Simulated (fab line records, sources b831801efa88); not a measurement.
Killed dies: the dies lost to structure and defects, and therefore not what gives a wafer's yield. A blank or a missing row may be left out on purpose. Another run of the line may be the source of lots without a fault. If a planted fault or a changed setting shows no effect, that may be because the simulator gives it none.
Which tool was responsible? ; flow gf180mcu ; 36 wafers from 12 lots sampled at 6 of the route's 602 steps

== WHAT THE GAUGES SHOWED, per wafer ==
GF_STI_THK_MEAS_04.
lot;measured;on;STI_CVD_03_THK (nm)
L672;day 1 18:34;filmMetro-01;205.6 206.3 205.8
L674;day 2 04:34;filmMetro-03;207.7 206.0 207.5
L675;day 2 10:05;filmMetro-04;202.7 205.2 205.4
L677;day 2 22:31;filmMetro-03;204.8 205.5 208.1
L678;day 3 01:47;filmMetro-04;204.7 204.4 205.0
L680;day 3 10:35;filmMetro-03;203.3 203.3 204.2
L682;day 3 20:34;filmMetro-04;204.3 204.3 205.2
L685;day 4 13:43;filmMetro-03;150.0 151.3 151.5
L687;day 5 00:00;filmMetro-04;149.9 149.7 151.0
L688;day 5 04:13;filmMetro-01;206.8 207.2 205.8
L689;day 5 07:34;filmMetro-01;208.5 207.9 206.0
L694;day 6 09:29;filmMetro-01;206.1 206.9 207.3

GF_V1_THK_MEAS_25: measures by xrf.
lot;measured;on;V1_W_THK (nm)
L672;day 18 20:47;filmMetro-04;344 341 341
L674;day 20 02:07;filmMetro-01;349 353 350
L675;day 20 02:49;filmMetro-01;344 345 346
L677;day 21 05:49;filmMetro-03;342 350 348
L678;day 21 10:01;filmMetro-01;344 348 347
L680;day 21 21:17;filmMetro-04;340 342 345
L682;day 22 15:50;filmMetro-03;353 350 353
L685;day 23 21:32;filmMetro-03;347 348 349
L687;day 24 21:24;filmMetro-03;346 353 349
L688;day 24 20:47;filmMetro-04;349 344 343
L689;day 25 04:11;filmMetro-03;351 350 349
L694;day 26 21:28;filmMetro-03;347 355 351

== TOOL THAT RAN EACH LOT (tool first, then ch and the chambers of the sampled wafers, then the start) ==
lot;GF_STI_CVD_03;GF_STI_ETCH_13;GF_CONTACT_SPUTTER_22;GF_M1_SPUTTER_01
L672;lpcvd-01 ch 0, day 1 16:34;rieDiel-03 ch 0,1,2, day 2 07:16;pvdSputter-02, day 16 17:20;pvdSputter-04, day 16 18:07
L674;lpcvd-01 ch 0, day 2 02:34;rieDiel-02 ch 0,1,3, day 2 17:47;pvdSputter-04, day 17 21:06;pvdSputter-03, day 17 22:05
L675;lpcvd-01 ch 0, day 2 08:05;rieDiel-01 ch 1,3, day 2 22:14;pvdSputter-01, day 17 22:47;pvdSputter-04, day 17 23:34
L677;lpcvd-01 ch 1, day 2 20:32;rieDiel-02 ch 0,1,2, day 3 11:18;pvdSputter-01, day 19 01:11;pvdSputter-01, day 19 01:58
L678;lpcvd-02 ch 0, day 2 23:47;rieDiel-01 ch 0,2, day 3 16:02;pvdSputter-01, day 19 05:42;pvdSputter-04, day 19 06:29
L680;lpcvd-01 ch 1, day 3 08:34;rieDiel-02 ch 1,2, day 3 23:48;pvdSputter-02, day 19 16:50;pvdSputter-03, day 19 17:37
L682;lpcvd-01 ch 0, day 3 18:34;rieDiel-02 ch 1,2,3, day 4 09:35;pvdSputter-04, day 20 11:45;pvdSputter-04, day 20 12:32
L685;lpcvd-01 ch 0, day 4 11:44;rieDiel-03 ch 0,2,3, day 5 03:39;pvdSputter-01, day 21 19:01;pvdSputter-03, day 21 19:47
L687;lpcvd-01 ch 1, day 4 21:59;rieDiel-02 ch 1,3, day 5 14:00;pvdSputter-02, day 22 20:18;pvdSputter-01, day 22 21:07
L688;lpcvd-02 ch 1, day 5 02:14;rieDiel-03 ch 1,2, day 5 18:24;pvdSputter-01, day 22 19:44;pvdSputter-03, day 22 20:31
L689;lpcvd-02 ch 1, day 5 05:34;rieDiel-01 ch 0,1, day 5 22:25;pvdSputter-01, day 23 04:00;pvdSputter-03, day 23 04:47
L694;lpcvd-02 ch 1, day 6 07:30;rieDiel-02 ch 1,2,3, day 7 00:42;pvdSputter-02, day 24 21:24;pvdSputter-01, day 24 23:49
- GF_STI_CVD_03: deposits Si3N4 from DCS/NH3, target thk 207.16 nm, time 3551 s.
- GF_STI_ETCH_13: etches the open film in CHF3/O2, stops on Si, target depth 282.31 nm, time 112.9 s.
- GF_CONTACT_SPUTTER_22: material Ti, target thk 15 nm, time 80.02 s.
- GF_M1_SPUTTER_01: material TiN, target thk 30 nm, time 25 s.

== AS READ BY THE TOOLS THEMSELVES (means over the sampled wafers that have a number; for cases with no such wafer, the mark the record gives instead) ==
GF_STI_ETCH_13.
lot;tool;O2_flow_sccm (sccm);chf3FlowSccm (sccm);drypumpMotorCurrentA (A);oesProductAu (a.u.);rfFwdPowerW (W);throttleValvePct (%)
L672;rieDiel-03;4.994;50.09;5.7;0.827;596.6;8.824
L674;rieDiel-02;5.011;50.01;5.3;0.836;598.0;8.804
L675;rieDiel-01;4.990;49.99;6.0;0.829;595.0;8.813
L677;rieDiel-02;4.989;50.02;5.1;0.830;596.5;8.811
L678;rieDiel-01;5.008;50.07;5.4;0.825;597.9;8.810
L680;rieDiel-02;5.001;50.06;4.8;0.825;595.2;8.813
L682;rieDiel-02;4.994;50.05;5.1;0.827;597.2;8.803
L685;rieDiel-03;5.007;50.01;5.6;0.707;597.1;8.776
L687;rieDiel-02;5.006;50.04;5.2;0.708;595.6;8.777
L688;rieDiel-03;4.997;49.80;5.5;0.834;595.8;8.809
L689;rieDiel-01;5.002;50.08;6.2;0.837;594.1;8.808
L694;rieDiel-02;4.990;49.94;5.0;0.830;595.2;8.813

GF_CONTACT_SPUTTER_22.
lot;tool;throttleValvePct (%)
L672;pvdSputter-02;29.7
L674;pvdSputter-04;29.4
L675;pvdSputter-01;29.3
L677;pvdSputter-01;30.4
L678;pvdSputter-01;30.5
L680;pvdSputter-02;29.9
L682;pvdSputter-04;30.3
L685;pvdSputter-01;29.9
L687;pvdSputter-02;30.1
L688;pvdSputter-01;29.4
L689;pvdSputter-01;30.4
L694;pvdSputter-02;29.6

GF_M1_SPUTTER_01.
lot;tool;throttleValvePct (%)
L672;pvdSputter-04;30.0
L674;pvdSputter-03;30.5
L675;pvdSputter-04;29.6
L677;pvdSputter-01;30.0
L678;pvdSputter-04;30.6
L680;pvdSputter-03;30.1
L682;pvdSputter-04;30.2
L685;pvdSputter-03;30.7
L687;pvdSputter-01;30.1
L688;pvdSputter-03;30.8
L689;pvdSputter-03;31.2
L694;pvdSputter-01;30.3

== THE ANSWER, worked out from the rows above alone ==
Rule: the lots themselves supply what counts as usual. The widest of any qualifying gaps counts: lots, ordered by their means at a reading, are off when they make up no more than a third of the lots, leave a main group of 4 or more, and stand apart from it by 3 or more times the standard deviation of that group's means. Not used: any main group whose means are identical at the precision the tables above print for the reading. A lot without any number at a reading at which 4 lots or more have one is off too. Where the step has rows for the other lots, those lots are counted as sound. Order of review: gauges by route order, followed by the tools' own readings, for which a lot's mean as printed above is used. At the first step where some lot is off, the reading lying furthest off is the one used; lots without a number count as furthest.
Off: L685, L687, seen at GF_STI_THK_MEAS_04 (STI_CVD_03_THK). Main group: mean 205.7 nm, sd 1.2.
A tool fits if, at a process step before that reading, it ran every lot that is off, and no sound lot after the first of them. Not tried: the gauges at GF_STI_THK_MEAS_04; whatever is off there is also off at GF_STI_ETCH_13, on other tools, and gauge error can't account for it. One fits: GF_STI_CVD_03 on lpcvd-01. A fault onset in the window from L682 (day 3 18:34, its last sound lot) to L685 (day 4 11:44, its first lot off) fits.

== WHAT HAD BEEN PUT IN BY THE SIMULATOR ==
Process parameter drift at GF_STI_CVD_03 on lpcvd-01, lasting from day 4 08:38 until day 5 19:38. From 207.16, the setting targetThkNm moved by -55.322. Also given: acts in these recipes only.
Shown lots that were struck: L685, L687. Same finding as the rule above.
